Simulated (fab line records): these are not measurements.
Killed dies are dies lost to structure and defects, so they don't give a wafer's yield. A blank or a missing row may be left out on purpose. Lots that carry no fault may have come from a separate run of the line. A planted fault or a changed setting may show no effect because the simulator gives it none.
The tool behind it: which one?	flow sky130	13 lots with 39 wafers sampled at 6 steps, on a route of 708 steps

WHAT THE GAUGES READ, wafer by wafer
SKY_POLY_GATE_THK_MEAS_04. Usual: POLY_GATE_CVD_03_THK gives 75.0 nm (standard deviation 0.6).
lot	measured	on	POLY_GATE_CVD_03_THK (nm)	flag
L312	day 15 00:08	filmMetro-04	75.2 74.9 74.7	
L314	day 15 03:52	filmMetro-01	74.9 75.4 75.8	
L315	day 15 18:50	filmMetro-04	75.2 75.3 75.8	
L317	day 16 16:47	filmMetro-01	74.3 75.5 74.9	
L324	day 21 15:05	filmMetro-04	74.4 74.6 74.3	
L325	day 21 17:38	filmMetro-01	75.6 74.9 75.4	
L326	day 21 21:16	filmMetro-03	75.1 74.4 74.3	
L329	day 21 21:19	filmMetro-04	75.4 74.8 75.0	
L330	day 22 06:10	filmMetro-03	74.4 74.3 74.1	
L332	day 22 14:34	filmMetro-04	75.4 75.4 75.2	
L333	day 22 16:07	filmMetro-01	74.4 74.5 74.6	
L334	day 23 06:46	filmMetro-04	75.3 75.4 74.9	
L335	day 23 14:11	filmMetro-01	74.2 74.3 74.2	

SKY_LDD_N_OVL_MEAS_07. Usual: LDD_N_OVL gives 0.6 nm (standard deviation 1.3).
lot	measured	on	LDD_N_OVL (nm)	flag
L312	day 17 14:44	overlay-01	-1.6 -1.7 -3.4	
L314	day 17 15:13	overlay-01	1.1 2.6 0.4	
L315	day 18 06:03	overlay-01	-0.1 -0.1 2.2	
L317	day 19 07:43	overlay-01	2.1 1.4 1.8	
L324	day 24 04:50	overlay-01	3.9 2.1 2.8	
L325	day 24 08:50	overlay-02	0.6 -0.2 1.7	
L326	day 24 11:11	overlay-01	0.1 -2.1 1.6	
L329	day 24 12:41	overlay-01	0.3 -1.2 1.9	
L330	day 24 20:21	overlay-02	0.7 -1.3 -0.5	
L332	day 25 04:29	overlay-01	-0.9 0.2 -0.4	
L333	day 25 06:47	overlay-01	-0.7 -0.8 -0.6	
L334	day 25 19:41	overlay-01	0.1 2.0 0.9	
L335	day 26 02:48	overlay-01	-0.9 0.0 0.0	

SKY_LDD_P_TW_MEAS_11. Usual: LDD_P_TW gives 644 (standard deviation 5.3).
lot	measured	on	LDD_P_TW	flag
L312	day 18 21:55	filmMetro-01	644 646 646	
L314	day 18 23:22	filmMetro-01	648 646 640	
L315	day 19 14:50	filmMetro-01	647 647 647	
L317	day 20 15:49	filmMetro-04	652 654 654	
L324	day 25 11:47	filmMetro-01	641 645 640	
L325	day 25 15:44	filmMetro-02	634 637 640	
L326	day 25 18:35	filmMetro-01	642 643 641	
L329	day 25 19:38	filmMetro-02	640 640 640	
L330	day 26 03:43	filmMetro-02	639 640 640	
L332	day 26 11:18	filmMetro-01	645 644 644	
L333	day 26 13:41	filmMetro-02	642 641 641	
L334	day 27 03:07	filmMetro-04	655 652 655	
L335	day 27 10:40	filmMetro-02	641 637 643	

SKY_LDD_LDN_OVL_MEAS_07. Usual: LDD_LDN_OVL gives 0.5 nm (standard deviation 1.1).
lot	measured	on	LDD_LDN_OVL (nm)	flag
L312	day 22 16:53	overlay-02	-0.1 -0.5 0.0	
L314	day 22 19:13	overlay-01	0.8 0.8 1.3	
L315	day 23 09:41	overlay-02	1.3 1.2 1.6	
L317	day 24 09:55	overlay-01	0.8 -0.6 1.0	
L324	day 29 03:36	overlay-02	1.4 -0.3 -0.4	
L325	day 29 06:32	overlay-01	- - -	OFF
L326	day 29 08:35	overlay-01	- - -	OFF
L329	day 29 11:12	overlay-02	1.2 3.1 1.6	
L330	day 29 18:14	overlay-01	-2.5 0.4 -2.4	
L332	day 30 02:05	overlay-02	0.4 2.4 2.9	
L333	day 30 02:41	overlay-02	2.0 1.6 1.4	
L334	day 30 15:35	overlay-01	-0.4 -0.9 -1.2	
L335	day 30 22:10	overlay-01	0.1 0.2 0.7	

SKY_RES_XHIGH_TW_MEAS_09. Usual: RES_XHIGH_TW gives 1661 (standard deviation 27).
lot	measured	on	RES_XHIGH_TW	flag
L312	day 26 13:09	filmMetro-01	1662 1662 1670	
L314	day 26 17:20	filmMetro-04	1682 1687 1689	
L315	day 27 05:11	filmMetro-03	1612 1611 1610	
L317	day 28 04:04	filmMetro-04	1683 1684 1679	
L324	day 32 16:23	filmMetro-01	1676 1665 1670	
L325	day 32 21:12	filmMetro-04	1957 1958 1962	OFF
L326	day 32 23:03	filmMetro-04	1966 1967 1970	OFF
L329	day 33 02:36	filmMetro-04	1682 1690 1679	
L330	day 33 07:56	filmMetro-04	1685 1694 1686	
L332	day 33 15:52	filmMetro-01	1662 1668 1672	
L333	day 33 16:09	filmMetro-04	1680 1685 1678	
L334	day 34 03:29	filmMetro-03	1619 1622 1615	
L335	day 34 09:50	filmMetro-03	1618 1614 1607	

EACH LOT AND THE TOOL THAT RAN IT (in order: tool; ch and the chambers of the sampled wafers; start)
lot	SKY_LDD_LDN_COAT_02
L312	lithoTrack-01 ch 0, day 22 01:42
L314	lithoTrack-01 ch 0, day 22 04:14
L315	lithoTrack-03 ch 0, day 22 18:05
L317	lithoTrack-01 ch 0, day 23 18:56
L324	lithoTrack-03 ch 0, day 28 13:35
L325	lithoTrack-03, day 28 16:47
L326	lithoTrack-03, day 28 18:41
L329	lithoTrack-03 ch 0, day 28 21:23
L330	lithoTrack-04 ch 0, day 29 04:14
L332	lithoTrack-01 ch 0, day 29 11:50
L333	lithoTrack-03 ch 0, day 29 12:05
L334	lithoTrack-01 ch 0, day 30 01:12
L335	lithoTrack-04 ch 0, day 30 08:31
- SKY_LDD_LDN_COAT_02: resist thk 1140 nm.

AS READ BY THE TOOLS THEMSELVES (means over the sampled wafers that have a number; for cases with no such wafer, the mark the record gives instead)
SKY_LDD_LDN_COAT_02. Usual: chillPlateTempC 22.97 C, standard deviation 0.12; dispensePressureKPa 50 kPa, standard deviation 3.8.
lot	tool	chillPlateTempC (C)	dispensePressureKPa (kPa)	flag
L312	lithoTrack-01	23.10	44	
L314	lithoTrack-01	22.93	44	
L315	lithoTrack-03	22.80	52	
L317	lithoTrack-01	22.73	44	
L324	lithoTrack-03	22.91	52	
L325	lithoTrack-03	-	-	OFF
L326	lithoTrack-03	-	-	OFF
L329	lithoTrack-03	22.91	52	
L330	lithoTrack-04	22.97	53	
L332	lithoTrack-01	23.09	45	
L333	lithoTrack-03	23.15	52	
L334	lithoTrack-01	22.92	45	
L335	lithoTrack-04	22.84	53	

THE ANSWER, worked out from the rows above alone
Rule: lot off if the mean of its wafers having a number is beyond 3 standard deviations from the usual mean. Also off: a lot with no number at a reading for which 4 or more lots have one. Any other lot the step has rows for is counted as sound. The gauges are gone through in route order, then the tools' own readings, and for those a lot's mean is taken as printed above. The first step at which some lot is off is used, and at that step the reading that is off furthest; a lot without a number counts as furthest.
Off: L325, L326, seen at SKY_LDD_LDN_OVL_MEAS_07 (LDD_LDN_OVL). Without a number there: L325, L326.
If a tool, at a process step before that reading, ran all the lots that are off and no sound lot after the first of them, it fits. Not tried: the gauges at SKY_LDD_LDN_OVL_MEAS_07; whatever is off there is also off at SKY_RES_XHIGH_TW_MEAS_09, on other tools, and gauge error can't account for it. Not one of the candidates tried fits.

WHAT WAS PUT IN BY THE SIMULATOR
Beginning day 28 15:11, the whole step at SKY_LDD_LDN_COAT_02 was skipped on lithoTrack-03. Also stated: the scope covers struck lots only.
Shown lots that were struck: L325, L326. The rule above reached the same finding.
